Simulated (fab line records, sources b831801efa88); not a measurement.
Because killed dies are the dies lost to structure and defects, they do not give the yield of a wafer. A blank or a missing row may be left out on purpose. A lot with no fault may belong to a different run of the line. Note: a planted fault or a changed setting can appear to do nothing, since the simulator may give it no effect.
Which of the tools did it?    flow sky130    Sampling: 13 lots, 38 wafers, 5 of 708 route steps

## WHAT THE GAUGES SHOWED, per wafer
SKY_NWELL_THK_MEAS_02.
lot   measured     on             NWELL_OXIDATION_THK (nm)
L808  day 3 00:20  film-metro-04  9.58 9.75 9.49
L810  day 3 04:45  film-metro-02  9.94 10.02 10.04
L811  day 3 10:20  film-metro-03  9.97 9.89 9.85
L812  day 3 13:17  film-metro-04  9.75 9.80 9.84
L814  day 3 20:27  film-metro-03  9.88 9.98
L817  day 4 10:14  film-metro-03  9.58 9.52 9.51
L820  day 5 06:25  film-metro-04  9.70 9.76 9.70
L823  day 5 18:59  film-metro-04  9.47 9.40 9.38
L824  day 5 22:47  film-metro-02  9.66 9.77 9.65
L825  day 6 04:05  film-metro-04  9.79 9.74 9.86
L827  day 6 21:48  film-metro-02  9.73 9.77 9.66
L829  day 7 03:05  film-metro-02  9.79 9.84 9.69
L830  day 7 09:02  film-metro-03  10.03 9.94 9.92

SKY_VT_ADJUST_PCH_OVL_MEAS_07.
lot   measured      on          VT_ADJUST_PCH_OVL (nm)
L808  day 11 01:32  overlay-01  -2.1 -1.6 -1.4
L810  day 11 11:56  overlay-02  1.8 0.9 1.1
L811  day 11 20:26  overlay-02  - - -
L812  day 12 00:47  overlay-02  -0.6 0.2 -2.8
L814  day 12 13:08  overlay-02  0.2 0.7
L817  day 13 11:32  overlay-01  0.7 1.1 2.2
L820  day 14 18:04  overlay-02  -0.7 -0.6 -2.1
L823  day 15 16:35  overlay-01  -0.6 1.9 2.1
L824  day 15 19:24  overlay-02  0.2 -0.9 -0.7
L825  day 16 04:02  overlay-01  3.0 2.7 0.6
L827  day 17 07:17  overlay-01  0.2 2.5 0.6
L829  day 17 11:53  overlay-02  -0.4 0.0 0.5
L830  day 17 21:59  overlay-02  2.5 3.6 2.3

SKY_VT_ADJUST_PCH_TW_MEAS_10.
lot   measured      on             VT_ADJUST_PCH_TW
L808  day 11 01:49  film-metro-03  143.4 142.7 143.0
L810  day 11 12:13  film-metro-03  143.3 142.5 143.2
L811  day 11 20:44  film-metro-03  30.1 30.0 30.1
L812  day 12 01:05  film-metro-03  142.1 142.5 142.1
L814  day 12 13:26  film-metro-03  142.2 142.0
L817  day 13 11:49  film-metro-03  143.1 143.4 144.0
L820  day 14 18:22  film-metro-01  140.2 140.2 140.6
L823  day 15 16:53  film-metro-03  143.3 142.8 143.7
L824  day 15 19:41  film-metro-02  144.6 145.1 145.1
L825  day 16 04:20  film-metro-03  142.7 142.3 142.9
L827  day 17 07:35  film-metro-02  144.7 144.6 145.0
L829  day 17 12:10  film-metro-01  143.6 143.5 142.8
L830  day 17 22:16  film-metro-03  141.3 142.0 141.8

SKY_SONOS_TUNNEL_TW_MEAS_12.
lot   measured      on             SONOS_TUNNEL_TW
L808  day 12 02:57  film-metro-03  197.1 197.2 196.3
L810  day 12 14:37  film-metro-03  196.5 196.4 195.8
L811  day 12 23:59  film-metro-03  212.7 213.5 213.7
L812  day 13 04:12  film-metro-01  195.2 194.1 194.6
L814  day 13 16:38  film-metro-03  197.6 198.1
L817  day 14 13:21  film-metro-03  197.6 197.7 197.4
L820  day 15 22:20  film-metro-01  195.9 196.0 194.7
L823  day 16 21:34  film-metro-04  200.7 200.3 199.6
L824  day 17 00:30  film-metro-01  197.6 197.2 198.2
L825  day 17 09:44  film-metro-04  199.1 200.5 198.8
L827  day 18 14:02  film-metro-03  195.8 195.0 194.9
L829  day 18 18:22  film-metro-04  201.9 200.6 200.7
L830  day 19 05:12  film-metro-01  198.2 197.8 198.7

## EACH LOT AND THE TOOL THAT RAN IT (in order: tool; ch and the chambers of the sampled wafers; start)
lot   SKY_VT_ADJUST_PCH_EXPOSE_04
L808  iline-stepper-01 ch 0, day 10 13:34
L810  iline-stepper-02 ch 0, day 11 00:07
L811  iline-stepper-01 ch 0, day 11 08:13
L812  iline-stepper-01 ch 0, day 11 12:16
L814  iline-stepper-01 ch 0, day 12 00:33
L817  iline-stepper-02 ch 0, day 12 21:57
L820  iline-stepper-01 ch 0, day 14 05:05
L823  iline-stepper-01 ch 0, day 15 02:55
L824  iline-stepper-01 ch 0, day 15 05:56
L825  iline-stepper-02 ch 0, day 15 13:58
L827  iline-stepper-01 ch 0, day 16 16:14
L829  iline-stepper-02 ch 0, day 16 21:26
L830  iline-stepper-02 ch 0, day 17 07:40
- SKY_VT_ADJUST_PCH_EXPOSE_04: exposes mask NWM, target cd 840 nm.

## AS READ BY THE TOOLS THEMSELVES (means over the sampled wafers that have a number; for cases with no such wafer, the mark the record gives instead)
SKY_VT_ADJUST_PCH_EXPOSE_04.
lot   tool              focus-offset-nm (nm)
L808  iline-stepper-01  0.0
L810  iline-stepper-02  -0.2
L811  iline-stepper-01  0.1
L812  iline-stepper-01  -0.7
L814  iline-stepper-01  0.0
L817  iline-stepper-02  0.4
L820  iline-stepper-01  0.8
L823  iline-stepper-01  -0.2
L824  iline-stepper-01  -0.3
L825  iline-stepper-02  0.3
L827  iline-stepper-01  -0.8
L829  iline-stepper-02  -0.5
L830  iline-stepper-02  0.2

## THE ANSWER, worked out from the rows above alone
Rule: usual is defined by the lots themselves. The widest of any qualifying gaps counts: lots, ordered by their means at a reading, are off when they make up no more than a third of the lots, leave a main group of 4 or more, and stand apart from it by 3 or more times the standard deviation of that group's means. A main group whose means are all the same, to the digits that the tables above print for the reading, isn't used. A lot without any number at a reading at which 4 lots or more have one is off too. Where the step has rows for the other lots, those lots are counted as sound. After the gauges, taken in route order, come the tools' own readings; for these a lot's mean is taken, as printed above. The first step at which some lot is off is used, and at that step the reading that is off furthest; a lot without a number counts as furthest.
Off: L811, at SKY_VT_ADJUST_PCH_OVL_MEAS_07 (VT_ADJUST_PCH_OVL). Without a number there: L811. The main group: mean 0.5 nm, standard deviation 1.3.
A tool fits if, at a process step before that reading, it ran every lot that is off, and no sound lot after the first of them. The gauges at SKY_VT_ADJUST_PCH_OVL_MEAS_07 aren't tried: what is off there is off at SKY_VT_ADJUST_PCH_TW_MEAS_10 too, on other tools, and a gauge's error can't cause that. No candidate that was tried fits.

## WHAT HAD BEEN PUT IN BY THE SIMULATOR
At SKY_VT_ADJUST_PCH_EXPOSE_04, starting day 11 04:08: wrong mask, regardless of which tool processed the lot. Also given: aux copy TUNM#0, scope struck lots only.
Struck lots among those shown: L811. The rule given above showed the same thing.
